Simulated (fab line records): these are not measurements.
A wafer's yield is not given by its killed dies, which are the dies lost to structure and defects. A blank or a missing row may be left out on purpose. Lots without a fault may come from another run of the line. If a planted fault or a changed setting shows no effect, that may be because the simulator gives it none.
fab line records | flow sfqLine
record: lots: 5 wafers: 23
route steps=325 shown M3@125 M4@153 I4@167 JJ@180 M5@198
startH: the number of hours between the record's first day and the start of the first shown wafer of the lot | waitH: hours elapsed since this lot's preceding step | " the same as in the row above | L1.1+2: one row covering several wafers at once | - no value, or no start was given | * or withheld: withheld | < > ~ a bound
route shown NAME@n: NAME is a module with steps in the file, n the number in the route of the first one | usual: mean/standard deviation of fault-free wafers | same: alike in all rows | chamber/n: place in a boat | sites: per-site readings | _std_site: standard deviation across them | _edge_site: inner sites' mean taken away from outer sites' mean | radiusMm: for every site, how far away it sits from the centre of the wafer | mask NAME#n: copy n | behind: the tool/chamber that last shaped the wafer | hold: why the lot went on hold/how many hours it stayed there/how the hold came to an end | device: the n, p or np transistor that did not switch | end of line: the same wafers' tests at the end of the route | a step given without rows: its recipe and nothing more | killed: count of dies lost to structure and defects at first sort (not the wafer's yield) | map: the dies of a wafer, with x for killed, . for not killed, _ for no die there
set.NAME: setting as actually run; set.NAME@STEP: the setting as run at that earlier step | model.NAME: the simulator's own value behind a step, which no gauge read
lots with deliberately changed settings; one table per step, one row per wafer
== steps ==
step: SFQ_TRILAYER_M3_LITHO_EXPOSE_076
recipe: maskId: M3 na: 0.6 sourceShape: conventional sigmaOuter: 0.65 targetCdNm: 500 doseMj: 14.4
columns lot.wafer tool chamber startH waitH mask set.doseMj
L074.1+3+4 krfScanner-02 0 894.44 - M3#0 13.39
L074.2+5 " 0 " " M3#0 14.4
L075.1+3+5 krfScanner-02 0 898.04 - M3#0 15.33
L075.4+6 " 0 " " M3#0 14.4
L079.1+2+5 krfScanner-01 0 995.01 - M3#0 14.4
L082.1+4+6 krfScanner-01 0 1031.01 - M3#0 13.36
L082.2+5 " 0 " " M3#0 14.4
L085.1+2 krfScanner-01 0 1072.82 - M3#0 13.67
L085.4+5+6 " 0 " " M3#0 14.4
step: SFQ_TRILAYER_M3_LITHO_PEB_078
recipe: pebTempC: 115 pebTimeS: 60.93 resist: KrF
step: SFQ_TRILAYER_M3_LITHO_DEVELOP_077
recipe: timeS: 60 resist: KrF
step: SFQ_TRILAYER_M3_BARC_OPEN_METAL_ETCH_100
recipe: maskMaterial: PR chemistry: O2 targetDepthNm: 125 target: BARC icpW: 600 biasW: 80 pressureMtorr: 10 timeS: 41.7
columns lot.wafer tool chamber startH waitH set.doseMj@TRILAYER_M3_LITHO_EXPOSE_076 model.M3.cdNm
L074.1 rieMetal-03 1 895.97 0.0 13.39 510.4
L074.2 " 0 " " 14.4 496.5
L074.3 " 1 " " 13.39 509.3
L074.4 " 0 " " 13.39 508
L074.5 " 1 " " 14.4 497.2
L075.1 rieMetal-03 1 899.57 0.0 15.33 488.3
L075.3 " 0 " " 15.33 486.1
L075.4 " 1 " " 14.4 496.9
L075.5 " 1 " " 15.33 487.9
L075.6 " 0 " " 14.4 496.8
L079.1 rieMetal-04 0 996.54 0.0 14.4 498.1
L079.2 " 1 " " 14.4 498.3
L079.5 " 1 " " 14.4 497.9
L082.1 rieMetal-01 0 1032.54 0.0 13.36 510.7
L082.2 " 1 " " 14.4 498.3
L082.4 " 0 " " 13.36 511.2
L082.5 " 0 " " 14.4 498.4
L082.6 " 1 " " 13.36 511.4
L085.1 rieMetal-01 0 1074.35 0.0 13.67 502.9
L085.2 " 1 " " 13.67 504.8
L085.4 " 1 " " 14.4 496
L085.5 " 0 " " 14.4 496.3
L085.6 " 1 " " 14.4 496.6
step: SFQ_TRILAYER_M3_ETCH_METAL_ETCH_078
recipe: target: Nb stopOn: SiO2 maskMaterial: PR chemistry: Cl2/Ar targetDepthNm: 240 icpW: 600 biasW: 80 pressureMtorr: 10 timeS: 120
columns lot.wafer tool chamber startH waitH set.doseMj@TRILAYER_M3_LITHO_EXPOSE_076 model.M3.cdNm
L074.1 rieMetal-03 1 896.03 0.0 13.39 507.6
L074.2 " 0 " " 14.4 496.9
L074.3 " 1 " " 13.39 507
L074.4 " 0 " " 13.39 509
L074.5 " 1 " " 14.4 494.1
L075.1 rieMetal-03 1 899.63 0.0 15.33 485.4
L075.3 " 0 " " 15.33 487.2
L075.4 " 1 " " 14.4 495.1
L075.5 " 1 " " 15.33 486.2
L075.6 " 0 " " 14.4 498.2
L079.1 rieMetal-04 0 996.60 0.0 14.4 497.5
L079.2 " 1 " " 14.4 497.3
L079.5 " 1 " " 14.4 497.8
L082.1 rieMetal-01 0 1032.60 0.0 13.36 510.7
L082.2 " 1 " " 14.4 496.4
L082.4 " 0 " " 13.36 509.5
L082.5 " 0 " " 14.4 498.8
L082.6 " 1 " " 13.36 509.6
L085.1 rieMetal-01 0 1074.41 0.0 13.67 502.4
L085.2 " 1 " " 13.67 502.7
L085.4 " 1 " " 14.4 492.7
L085.5 " 0 " " 14.4 495.3
L085.6 " 1 " " 14.4 495.2
step: SFQ_TRILAYER_M4_LITHO_COAT_093
recipe: resist: KrF spinRpm: 3000 resistThkNm: 600
columns lot.wafer tool chamber startH waitH set.resistThkNm model.KrF_of_TRILAYER_M4_LITHO_COAT_093.thkNm
L074.1 lithoTrack-02 0 1032.89 0.2 568.5 570.6
L074.2 " 0 " " 568.5 570.2
L074.3 " 0 " " 568.5 571.5
L074.4 " 0 " " 600 601.6
L074.5 " 0 " " 600 602.2
L075.1 lithoTrack-01 0 1037.67 0.2 600 596.8
L075.3 " 0 " " 600 596.5
L075.4 " 0 " " 600 596.7
L075.5 " 0 " " 600 599.2
L075.6 " 0 " " 600 597.4
L079.1 lithoTrack-03 0 1050.42 0.2 600 598.5
L079.2 " 0 " " 600 600.1
L079.5 " 0 " " 600 600.4
L082.1 lithoTrack-03 0 1054.02 0.2 600 597.4
L082.2 " 0 " " 600 597.7
L082.4 " 0 " " 571.6 569.4
L082.5 " 0 " " 600 597.8
L082.6 " 0 " " 571.6 569
L085.1 lithoTrack-03 0 1087.88 0.2 569.1 567.1
L085.2 " 0 " " 600 597.4
L085.4 " 0 " " 600 598.5
L085.5 " 0 " " 569.1 566.7
L085.6 " 0 " " 569.1 566.9
step: SFQ_TRILAYER_M4_BARC_OPEN_METAL_ETCH_123
recipe: maskMaterial: PR chemistry: O2 targetDepthNm: 125 target: BARC icpW: 600 biasW: 80 pressureMtorr: 10 timeS: 41.7
columns lot.wafer tool chamber startH waitH set.biasW set.resistThkNm@TRILAYER_M4_LITHO_COAT_093 model.KrF_of_TRILAYER_M4_LITHO_COAT_093.thkNm
L074.1 rieMetal-01 1 1158.51 0.0 89.07 568.5 493
L074.2 " 0 " " 80 568.5 493.6
L074.3 " 0 " " 89.07 568.5 492.9
L074.4 " 1 " " 80 600 526
L074.5 " 0 " " 80 600 525
L075.1 rieMetal-01 1 1162.11 0.0 85.67 600 519.9
L075.3 " 1 " " 80 600 521.1
L075.4 " 0 " " 80 600 519.9
L075.5 " 1 " " 80 600 523.5
L075.6 " 0 " " 85.67 600 519.8
L079.1 rieMetal-02 1 1175.43 0.0 80 600 521.6
L079.2 " 0 " " 80 600 523.4
L079.5 " 1 " " 80 600 524.1
L082.1 rieMetal-02 1 1181.43 0.0 80 600 520.4
L082.2 " 0 " " 80 600 520.1
L082.4 " 0 " " 74.42 571.6 493.7
L082.5 " 1 " " 74.42 600 522.1
L082.6 " 0 " " 80 571.6 492
L085.1 rieMetal-03 1 1207.83 0.0 72.59 569.1 490.9
L085.2 " 0 " " 72.59 600 522.6
L085.4 " 0 " " 80 600 522.3
L085.5 " 1 " " 80 569.1 488.4
L085.6 " 0 " " 72.59 569.1 492
step: SFQ_TRILAYER_M4_ETCH_METAL_ETCH_096
recipe: target: Nb stopOn: SiO2 maskMaterial: PR chemistry: Cl2/Ar targetDepthNm: 240 icpW: 600 biasW: 80 pressureMtorr: 10 timeS: 120
columns lot.wafer tool chamber startH waitH set.resistThkNm@TRILAYER_M4_LITHO_COAT_093 model.KrF_of_TRILAYER_M4_LITHO_COAT_093.thkNm
L074.1 rieMetal-01 1 1158.57 0.0 568.5 354.1
L074.2 " 0 " " 568.5 351.6
L074.3 " 0 " " 568.5 350.8
L074.4 " 1 " " 600 387.8
L074.5 " 0 " " 600 382.1
L075.1 rieMetal-01 1 1162.17 0.0 600 381.8
L075.3 " 1 " " 600 382.3
L075.4+6 " 1 " " 600 381.9
L075.5 " 1 " " 600 385
L079.1 rieMetal-02 1 1175.49 0.0 600 381.1
L079.2 " 0 " " 600 381
L079.5 " 1 " " 600 384.4
L082.1 rieMetal-02 1 1181.49 0.0 600 381
L082.2 " 0 " " 600 378.6
L082.4 " 0 " " 571.6 352
L082.5 " 1 " " 600 382.2
L082.6 " 0 " " 571.6 350.5
L085.1 rieMetal-03 1 1207.89 0.0 569.1 348.2
L085.2 " 0 " " 600 384.3
L085.4 " 0 " " 600 384.4
L085.5 " 1 " " 569.1 346.8
L085.6 " 0 " " 569.1 353.8
step: SFQ_TRILAYER_I4_VIA_LITHO_COAT_108
recipe: resist: BARC spinRpm: 3000 resistThkNm: 62
columns lot.wafer tool chamber startH waitH set.resistThkNm model.BARC_of_TRILAYER_I4_VIA_LITHO_COAT_108.thkNm
L074.1 lithoTrack-02 0 1170.82 1.0 62 62.06
L074.2 " 0 " " 62 62.14
L074.3 " 0 " " 60.61 60.82
L074.4 " 0 " " 62 62.02
L074.5 " 0 " " 60.61 60.74
L075.1+5 lithoTrack-04 0 1176.07 1.0 62 61.92
L075.3 " 0 " " 64.56 64.46
L075.4 " 0 " " 62 62.05
L075.6 " 0 " " 64.56 64.6
L079.1 lithoTrack-02 0 1183.07 1.0 62 62.12
L079.2 " 0 " " 62 62.28
L079.5 " 0 " " 62 61.97
L082.1 lithoTrack-01 0 1189.07 1.0 64.37 64.24
L082.2 " 0 " " 62 62.05
L082.4 " 0 " " 62 61.88
L082.5 " 0 " " 64.37 64.34
L082.6 " 0 " " 64.37 64.62
L085.1 lithoTrack-04 0 1214.39 1.0 62 62.15
L085.2 " 0 " " 58.73 58.71
L085.4 " 0 " " 58.73 58.76
L085.5 " 0 " " 58.73 58.81
L085.6 " 0 " " 62 62.21
step: SFQ_TRILAYER_I4_VIA_LITHO_COAT_103
recipe: resist: KrF spinRpm: 3000 resistThkNm: 650
step: SFQ_TRILAYER_I4_VIA_LITHO_SOFTBAKE_107
recipe: tempC: withheld timeS: withheld resist: KrF
step: SFQ_TRILAYER_I4_VIA_LITHO_DEVELOP_105
recipe: timeS: 60 resist: KrF
step: SFQ_TRILAYER_I4_VIA_BARC_OPEN_VIA_ETCH_146
recipe: maskMaterial: PR chemistry: O2 targetDepthNm: 125 target: BARC sourceW: 500 biasW: 80 pressureMtorr: 30 timeS: 41.7
columns lot.wafer tool chamber startH waitH set.resistThkNm@TRILAYER_I4_VIA_LITHO_COAT_108 model.etch.depthNm
L074.1+2+4 rieDiel-04 0,3,2 1290.46 0.0 62 -
L074.3+5 " 1,3 " " 60.61 -
L075.1+5 rieDiel-02 1,0 1295.39 0.0 62 -
L075.3+6 " 0,3 " " 64.56 -
L075.4 " 2 " " 62 62.05
L079.1 rieDiel-03 2 1304.99 0.0 62 62.12
L079.2 " 1 " " 62 62.28
L079.5 " 1 " " 62 61.97
L082.1 rieDiel-02 0 1312.09 0.0 64.37 64.24
L082.2 " 1 " " 62 -
L082.4 " 3 " " 62 61.88
L082.5 " 1 " " 64.37 64.34
L082.6 " 0 " " 64.37 -
L085.1 rieDiel-04 3 1325.41 0.0 62 62.15
L085.2 " 2 " " 58.73 -
L085.4 " 1 " " 58.73 58.76
L085.5 " 3 " " 58.73 58.81
L085.6 " 2 " " 62 -
step: SFQ_TRILAYER_JJ_TRILAYER_DEP_SPUTTER_110
recipe: material: Al basePressurePa: 1.33e-06 targetThkNm: 8 powerW: 500 timeS: 10 chamberPressurePa: 0.4
columns lot.wafer tool chamber startH waitH set.timeS model.Al_of_TRILAYER_JJ_TRILAYER_DEP_SPUTTER_110.thkNm
L074.1 pvdSputter-04 - 1291.51 0.0 8.956 7.143
L074.2 " - " " 8.956 7.252
L074.3 " - " " 10 8.148
L074.4 " - " " 10 8.216
L074.5 " - " " 8.956 7.226
L075.1 pvdSputter-03 - 1296.42 0.0 10 7.627
L075.3 " - " " 10 7.754
L075.4 " - " " 9.146 7.159
L075.5 " - " " 9.146 6.922
L075.6 " - " " 9.146 7.032
L079.1 pvdSputter-05 - 1306.02 0.0 10 7.984
L079.2 " - " " 10 8
L079.5 " - " " 10 7.919
L082.1 pvdSputter-05 - 1313.12 0.0 8.52 6.763
L082.2 " - " " 8.52 6.678
L082.4 " - " " 10 7.922
L082.5 " - " " 10 7.883
L082.6 " - " " 10 8.018
L085.1 pvdSputter-04 - 1327.04 0.0 10 7.829
L085.2 " - " " 11.12 8.684
L085.4 " - " " 10 8.005
L085.5 " - " " 11.12 8.734
L085.6 " - " " 11.12 8.838
step: SFQ_TRILAYER_JJ_TRILAYER_DEP_SPUTTER_112
recipe: material: Nb basePressurePa: 1.33e-06 chamberPressurePa: 0.1333 substrateTempC: 20 targetThkNm: 170 powerW: 2000 timeS: 113.3
columns lot.wafer tool chamber startH waitH set.powerW model.Nb_of_TRILAYER_JJ_TRILAYER_DEP_SPUTTER_112.thkNm
L074.1 pvdSputter-04 - 1292.53 0.5 2000 172.9
L074.2 " - " " 2075 176.4
L074.3 " - " " 2075 176.6
L074.4 " - " " 2000 168.6
L074.5 " - " " 2000 169.3
L075.1 pvdSputter-03 - 1297.44 0.5 2000 169.8
L075.3 " - " " 2000 169.6
L075.4 " - " " 2194 184.9
L075.5 " - " " 2194 186.7
L075.6 " - " " 2000 170.2
L079.1 pvdSputter-05 - 1307.04 0.5 2000 172
L079.2 " - " " 2000 173.4
L079.5 " - " " 2000 172.6
L082.1 pvdSputter-05 - 1314.14 0.5 2000 168.8
L082.2 " - " " 2000 170.4
L082.4 " - " " 2000 169.2
L082.5 " - " " 2000 170
L082.6 " - " " 2000 171.3
L085.1+4 pvdSputter-04 - 1328.06 0.5 2000 168
L085.2 " - " " 2000 168.8
L085.5 " - " " 2000 170.7
L085.6 " - " " 2000 169.3
step: SFQ_JJ_RS_MEAS_929
recipe: thkMeasGauge: four-point-probe reads: Nb_of_TRILAYER_JJ_TRILAYER_DEP_SPUTTER_112
usual: JJ_NB_RS: 1.049/0.0099
columns lot.wafer tool chamber startH waitH set.powerW@TRILAYER_JJ_TRILAYER_DEP_SPUTTER_112 JJ_NB_RS[ohm/sq]
L074.1 filmMetro-04 - 1292.61 0.0 2000 1.028
L074.2 " - " " 2075 1.008
L074.3 " - " " 2075 1.008
L074.4 " - " " 2000 1.055
L074.5 " - " " 2000 1.053
L075.1 filmMetro-02 - 1297.52 0.0 2000 1.051
L075.3 " - " " 2000 1.052
L075.4 " - " " 2194 0.963
L075.5 " - " " 2194 0.952
L075.6 " - " " 2000 1.048
L079.1 filmMetro-04 - 1307.12 0.0 2000 1.035
L079.2 " - " " 2000 1.028
L079.5 " - " " 2000 1.033
L082.1 filmMetro-04 - 1314.22 0.0 2000 1.057
L082.2 " - " " 2000 1.044
L082.4 " - " " 2000 1.053
L082.5 " - " " 2000 1.048
L082.6 " - " " 2000 1.041
L085.1 filmMetro-03 - 1328.14 0.0 2000 1.059
L085.2 " - " " 2000 1.055
L085.4 " - " " 2000 1.061
L085.5 " - " " 2000 1.045
L085.6 " - " " 2000 1.053
step: SFQ_TRILAYER_M5_LITHO_COAT_128
recipe: resist: BARC spinRpm: 3000 resistThkNm: 62
columns lot.wafer tool chamber startH waitH set.spinRpm model.BARC_of_TRILAYER_M5_LITHO_COAT_128.thkNm
L074.1 lithoTrack-01 0 1411.18 0.0 2906 62.99
L074.2 " 0 " " 3000 62.04
L074.3 " 0 " " 3000 62.21
L074.4 " 0 " " 3000 61.95
L074.5 " 0 " " 2906 62.9
L075.1 lithoTrack-04 0 1417.14 0.0 3000 61.98
L075.3 " 0 " " 3000 62.14
L075.4 " 0 " " 3000 62.12
L075.5 " 0 " " 3000 62.05
L075.6 " 0 " " 3000 61.96
L079.1 lithoTrack-04 0 1431.54 0.0 3000 62.1
L079.2 " 0 " " 3000 61.98
L079.5 " 0 " " 3000 62.03
L082.1 lithoTrack-04 0 1441.52 0.0 2829 63.75
L082.2 " 0 " " 2829 63.67
L082.4 " 0 " " 2829 63.7
L082.5 " 0 " " 3000 62
L082.6 " 0 " " 3000 61.98
L085.1 lithoTrack-04 0 1454.74 0.0 3000 62.01
L085.2 " 0 " " 2814 64.09
L085.4 " 0 " " 2814 63.87
L085.5 " 0 " " 3000 62.03
L085.6 " 0 " " 2814 64.12
step: SFQ_TRILAYER_M5_LITHO_COAT_123
recipe: resist: KrF spinRpm: 3000 resistThkNm: 600
columns lot.wafer tool chamber startH waitH set.spinRpm model.KrF_of_TRILAYER_M5_LITHO_COAT_123.thkNm
L074.1 lithoTrack-01 0 1411.48 0.2 3165 585.6
L074.2 " 0 " " 3000 600.2
L074.3 " 0 " " 3000 601.1
L074.4 " 0 " " 3165 584
L074.5 " 0 " " 3000 600.4
L075.1 lithoTrack-04 0 1417.44 0.2 3000 601.4
L075.3 " 0 " " 3000 601.1
L075.4 " 0 " " 2809 621.1
L075.5 " 0 " " 3000 601.9
L075.6 " 0 " " 2809 619.9
L079.1 lithoTrack-04 0 1431.84 0.2 3000 601.1
L079.2 " 0 " " 3000 599.5
L079.5 " 0 " " 3000 600.7
L082.1 lithoTrack-04 0 1441.82 0.2 3139 586.9
L082.2 " 0 " " 3000 599.5
L082.4 " 0 " " 3000 597.6
L082.5 " 0 " " 3139 584
L082.6 " 0 " " 3000 596.7
L085.1+6 lithoTrack-04 0 1455.04 0.2 2833 617
L085.2 " 0 " " 3000 599.7
L085.4 " 0 " " 3000 598.9
L085.5 " 0 " " 2833 616.4
step: SFQ_TRILAYER_M5_BARC_OPEN_METAL_ETCH_161
recipe: maskMaterial: PR chemistry: O2 targetDepthNm: 125 target: BARC icpW: 600 biasW: 80 pressureMtorr: 10 timeS: 41.7
columns lot.wafer tool chamber startH waitH set.biasW set.spinRpm@TRILAYER_M5_LITHO_COAT_128 set.spinRpm@TRILAYER_M5_LITHO_COAT_123 model.KrF_of_TRILAYER_M5_LITHO_COAT_123.thkNm model.etch.depthNm
L074.1 rieMetal-04 0 1415.82 0.0 73.4 2906 3165 509.1 -
L074.2 " 0 " " 80 3000 3000 522.4 -
L074.3 " 0 " " 73.4 3000 3000 524.8 -
L074.4 " 0 " " 73.4 3000 3165 507.6 -
L074.5 " 0 " " 80 2906 3000 522.5 -
L075.1 rieMetal-01 0 1420.62 0.0 80 3000 3000 524 -
L075.3 " 0 " " 84.14 3000 3000 522.5 -
L075.4 " 1 " " 80 3000 2809 546 62.12
L075.5 " 0 " " 84.14 3000 3000 523.6 -
L075.6 " 1 " " 80 3000 2809 544.5 -
L079.1 rieMetal-01 1 1433.95 0.0 80 3000 3000 525.9 62.1
L079.2 " 0 " " 80 3000 3000 522.7 61.98
L079.5 " 0 " " 80 3000 3000 523.2 62.03
L082.1 rieMetal-02 0 1443.80 0.0 80 2829 3139 509 63.75
L082.2 " 1 " " 85.25 2829 3000 521.7 -
L082.4 " 1 " " 80 2829 3000 521 63.7
L082.5 " 1 " " 80 3000 3139 507.4 62
L082.6 " 0 " " 85.25 3000 3000 518 -
L085.1 rieMetal-04 1 1457.02 0.0 71.25 3000 2833 541.9 62.01
L085.2 " 0 " " 71.25 2814 3000 524.3 -
L085.4 " 1 " " 80 2814 3000 522.1 63.87
L085.5 " 0 " " 80 3000 2833 539.4 62.03
L085.6 " 1 " " 71.25 2814 2833 541.8 -
step: SFQ_TRILAYER_M5_ETCH_METAL_ETCH_126
recipe: target: Nb stopOn: SiO2 maskMaterial: PR overEtchFrac: 0.15 timeS: 203.2 chemistry: Cl2/BCl3 targetDepthNm: 265 icpW: 600 biasW: 80 pressureMtorr: 10
columns lot.wafer tool chamber startH waitH set.spinRpm@TRILAYER_M5_LITHO_COAT_123 model.KrF_of_TRILAYER_M5_LITHO_COAT_123.thkNm
L074.1 rieMetal-04 0 1415.94 0.1 3165 354.7
L074.2 " 0 " " 3000 369.4
L074.3 " 0 " " 3000 371.6
L074.4 " 0 " " 3165 353.6
L074.5 " 0 " " 3000 369.7
L075.1 rieMetal-01 0 1420.68 0.0 3000 370.7
L075.3 " 0 " " 3000 368.4
L075.4 " 1 " " 2809 397.9
L075.5 " 0 " " 3000 370.4
L075.6 " 1 " " 2809 397.2
L079.1 rieMetal-01 1 1434.01 0.0 3000 378.7
L079.2 " 0 " " 3000 368.5
L079.5 " 0 " " 3000 371.2
L082.1 rieMetal-02 0 1443.86 0.0 3139 354.4
L082.2 " 1 " " 3000 371.9
L082.4 " 1 " " 3000 368.9
L082.5 " 1 " " 3139 356.8
L082.6 " 0 " " 3000 362.5
L085.1 rieMetal-04 1 1457.08 0.0 2833 388.1
L085.2 " 0 " " 3000 368.2
L085.4 " 1 " " 3000 367.4
L085.5 " 0 " " 2833 382.6
L085.6 " 1 " " 2833 387
== key ==
split: step: SFQ_TRILAYER_M3_LITHO_EXPOSE_076 setting: doseMj stated: 14.4 by: wafer
response: step: SFQ_TRILAYER_M3_BARC_OPEN_METAL_ETCH_100 reading: model.M3.cdNm change: -1.65 per: 1% r: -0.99
response: step: SFQ_TRILAYER_M3_ETCH_METAL_ETCH_078 reading: model.M3.cdNm change: -1.68 per: 1% r: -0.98
split: step: SFQ_TRILAYER_M4_LITHO_COAT_093 setting: resistThkNm stated: 600 by: wafer
response: step: SFQ_TRILAYER_M4_LITHO_COAT_093 reading: model.KrF_of_TRILAYER_M4_LITHO_COAT_093.thkNm change: +5.99 per: 1% r: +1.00
response: step: SFQ_TRILAYER_M4_BARC_OPEN_METAL_ETCH_123 reading: model.KrF_of_TRILAYER_M4_LITHO_COAT_093.thkNm change: +6.11 per: 1% r: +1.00
response: step: SFQ_TRILAYER_M4_ETCH_METAL_ETCH_096 reading: model.KrF_of_TRILAYER_M4_LITHO_COAT_093.thkNm change: +6.41 per: 1% r: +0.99
split: step: SFQ_TRILAYER_M4_BARC_OPEN_METAL_ETCH_123 setting: biasW stated: 80 by: wafer
response none clear
split: step: SFQ_TRILAYER_I4_VIA_LITHO_COAT_108 setting: resistThkNm stated: 62 by: wafer
response: step: SFQ_TRILAYER_I4_VIA_LITHO_COAT_108 reading: model.BARC_of_TRILAYER_I4_VIA_LITHO_COAT_108.thkNm change: +0.633 per: 1% r: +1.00
response: step: SFQ_TRILAYER_I4_VIA_BARC_OPEN_VIA_ETCH_146 reading: model.etch.depthNm change: +0.635 per: 1% r: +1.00
split: step: SFQ_TRILAYER_JJ_TRILAYER_DEP_SPUTTER_110 setting: timeS stated: 10 by: wafer
response: step: SFQ_TRILAYER_JJ_TRILAYER_DEP_SPUTTER_110 reading: model.Al_of_TRILAYER_JJ_TRILAYER_DEP_SPUTTER_110.thkNm change: +0.082 per: 1% r: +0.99
split: step: SFQ_TRILAYER_JJ_TRILAYER_DEP_SPUTTER_112 setting: powerW stated: 2000 by: wafer
response: step: SFQ_TRILAYER_JJ_TRILAYER_DEP_SPUTTER_112 reading: model.Nb_of_TRILAYER_JJ_TRILAYER_DEP_SPUTTER_112.thkNm change: +1.65 per: 1% r: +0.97
response: step: SFQ_JJ_RS_MEAS_929 reading: JJ_NB_RS change: -0.00964 per: 1% r: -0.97
split: step: SFQ_TRILAYER_M5_LITHO_COAT_128 setting: spinRpm stated: 3000 by: wafer
response: step: SFQ_TRILAYER_M5_LITHO_COAT_128 reading: model.BARC_of_TRILAYER_M5_LITHO_COAT_128.thkNm change: -0.309 per: 1% r: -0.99
response: step: SFQ_TRILAYER_M5_BARC_OPEN_METAL_ETCH_161 reading: model.etch.depthNm change: -0.3 per: 1% r: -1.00
split: step: SFQ_TRILAYER_M5_LITHO_COAT_123 setting: spinRpm stated: 3000 by: wafer
response: step: SFQ_TRILAYER_M5_LITHO_COAT_123 reading: model.KrF_of_TRILAYER_M5_LITHO_COAT_123.thkNm change: -2.94 per: 1% r: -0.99
response: step: SFQ_TRILAYER_M5_BARC_OPEN_METAL_ETCH_161 reading: model.KrF_of_TRILAYER_M5_LITHO_COAT_123.thkNm change: -3.05 per: 1% r: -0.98
response: step: SFQ_TRILAYER_M5_ETCH_METAL_ETCH_126 reading: model.KrF_of_TRILAYER_M5_LITHO_COAT_123.thkNm change: -3.42 per: 1% r: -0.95
split: step: SFQ_TRILAYER_M5_BARC_OPEN_METAL_ETCH_161 setting: biasW stated: 80 by: wafer
response none clear
